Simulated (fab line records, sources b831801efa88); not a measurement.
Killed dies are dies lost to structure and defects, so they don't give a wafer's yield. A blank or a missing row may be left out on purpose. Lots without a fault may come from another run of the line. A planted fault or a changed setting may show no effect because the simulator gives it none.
A struck lot beside a sound one | flow gf180mcu | 14 steps out of a route of 602
Sound: wafers L177.1, L177.2, L177.3. Struck: wafers L185.1, L185.2, L185.4. The cause comes at the end.
At each step with rows: each side's tool, then ch and its chambers, then its first start. Under that, the readings that differ: sound wafers | struck wafers | difference of the means | sigmas: that difference in standard deviations of wafers without a fault.
alike: readings whose means differ by less than 2 such deviations, and words and numbers that are the same on both sides. not compared: withheld readings, readings that some wafer has no value for, bounds like >300 that may hide the same value, and numbers for which the record gives no deviation and whose values overlap.
The two part at a step that has a row with sigmas, a row that says differs or no value, or rows on one side only. Numbers that don't overlap but have no deviation are shown without sigmas and don't part them. A reading that every wafer of one side lacks parts them only if that side has two wafers or more.

GF_V2_THK_MEAS_01:
  sound on film_metro-01, day 22 14:06; struck on film_metro-01, day 25 09:23
  alike: V2_CVD_00_THK
GF_V2_CVD_02: deposits SiO2 from TEOS, target thk 850 nm, time 94.851 s.
  sound on pecvd-04 ch 0,1,2, day 22 14:10; struck on pecvd-02 ch 0,2, day 25 09:27
  alike: heater_power_w
GF_V2_THK_MEAS_03:
  sound on film_metro-01, day 22 14:14; struck on film_metro-03, day 25 09:31
  alike: V2_CVD_02_THK
GF_V2_CMP_04: polishes SiO2.
  sound on cmp-01 ch 0,2,3, day 22 14:17; struck on cmp-01 ch 1,2,3, day 25 09:35
  alike: edge_zone_pressure_frac, motor_current_A, slurry_filter_dp_kPa, time_to_endpoint_s
GF_V2_BOW_MEAS_05:
  sound on film_metro-04, day 22 14:35; struck on film_metro-04, day 25 09:53
  alike: V2_BOW
then, 7 steps without rows for these wafers: GF_V2_DEHYDRATE_06 (time 60 s); GF_V2_HMDS_07 (prime time 60 s); GF_V2_COAT_08; GF_V2_COAT_09 (resist thk 1000 nm); GF_V2_SOFTBAKE_10 (time 60 s); GF_V2_EXPOSE_11 (exposes mask Via2, target cd 260 nm); GF_V2_PEB_12 (peb time 90 s).
GF_V2_DEVELOP_13: develop time 60 s.
  sound on litho_track-01 ch 0, day 23 10:54; struck on litho_track-03, day 26 06:55
  no value came back on the struck wafers for chill_plate_temp_C (C), develop_time_s (s); on the sound wafers chill_plate_temp_C (C) reads 22.98 22.89 22.97
  reading                             | sound             | struck        | difference | sigmas
  model.KrF_of_V2_COAT_09.thk_nm (nm) | 982.7 983.1 981.9 | 998 1001 1001 | +17        |
GF_V2_CD_MEAS_14: target cd 260 nm.
  sound on cd_sem-02, day 23 14:55; struck on cd_sem-01, day 26 07:04
  reading    | sound             | struck | difference                    | sigmas
  cd_nm (nm) | 261.4 261.4 259.9 | - - -  | no value on the struck wafers |

WHERE THEY PART
First at GF_V2_DEVELOP_13; last, within this record, at GF_V2_CD_MEAS_14.

WHY: what the simulator had put in
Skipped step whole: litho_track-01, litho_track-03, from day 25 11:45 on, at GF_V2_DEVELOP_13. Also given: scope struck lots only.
